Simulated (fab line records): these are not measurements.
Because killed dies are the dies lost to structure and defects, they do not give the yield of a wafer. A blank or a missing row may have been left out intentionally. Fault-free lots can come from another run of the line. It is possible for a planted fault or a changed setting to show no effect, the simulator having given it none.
Chamber matching ; flow sky130 ; 4 sister chambers for SKY_POLY_GATE_ETCH_15 on rieDiel-01
The step etches BARC in N2/H2, stops on SiO2, time 118.5 s, target depth 110 nm. 20 wafers are shown with their chamber, then 10 later ones without.

## WAFERS WITH THEIR CHAMBER
wafer;chamber;drypumpMotorCurrentA (A);throttleValvePct (%);oesProductAu (a.u.)
L077.1;2;5.56;13.215;0.712
L077.5;1;6.15;13.215;0.718
L077.6;2;5.56;13.205;0.718
L078.1;2;5.55;13.208;0.713
L078.4;1;6.16;13.209;0.710
L078.5;1;6.17;13.210;0.714
L080.4;2;5.57;13.199;0.714
L080.5;1;6.18;13.214;0.719
L080.6;0;5.65;13.204;0.717
L081.1;0;5.68;13.230;0.715
L081.2;2;5.60;13.214;0.722
L081.3;3;6.24;13.218;0.710
L082.1;1;6.17;13.220;0.720
L082.3;2;5.56;13.207;0.712
L082.6;0;5.66;13.209;0.710
L083.1;0;5.66;13.223;0.727
L083.2;1;6.17;13.228;0.717
L083.6;1;6.17;13.208;0.709
L087.1;3;6.22;13.220;0.714
L087.2;1;6.19;13.223;0.718

SIGNATURES, as means of the wafers listed above
reading;chamber 0;chamber 1;chamber 2;chamber 3;scatter within a chamber
drypumpMotorCurrentA;5.6625;6.1700;5.5667;6.2300;0.0142
throttleValvePct;13.21650;13.21588;13.20800;13.21900;0.00782
oesProductAu;0.71725;0.71562;0.71517;0.71200;0.00477
Rule: a wafer lies at a distance from a chamber equal to the root of the sum of squares, over the readings, of (its reading less the chamber's mean, divided by the reading's scatter). The wafer belongs to the nearest chamber; if the next one is less than 2 further off, it can't be placed. The scatter: the root of (the sum of the squares of (reading less its chamber's mean) over the shown wafers, divided by (wafers less chambers)).

## WAFERS WITH NO CHAMBER GIVEN
wafer;drypumpMotorCurrentA (A);throttleValvePct (%);oesProductAu (a.u.)
L087.6;6.23;13.231;0.720
L088.2;5.61;13.213;0.717
L088.3;6.21;13.199;0.708
L088.5;5.59;13.226;0.709
L091.3;5.68;13.209;0.719
L091.4;5.59;13.213;0.715
L091.5;6.22;13.207;0.717
L092.2;6.16;13.202;0.708
L092.3;5.61;13.193;0.715
L092.5;5.62;13.231;0.720

## WHICH CHAMBER EACH WENT THROUGH
wafer;from the rows above;in truth
L087.6;3;3
L088.2;can't be placed: 2 or 0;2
L088.3;can't be placed: 3 or 1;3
L088.5;2;2
L091.3;0;0
L091.4;2;2
L091.5;can't be placed: 3 or 1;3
L092.2;1;1
L092.3;can't be placed: 2 or 0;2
L092.5;can't be placed: 0 or 2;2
Correctly placed: 5 of 10. Not placeable from these rows: 5 (in 5, the candidates include the true chamber). 0 placed wrongly.
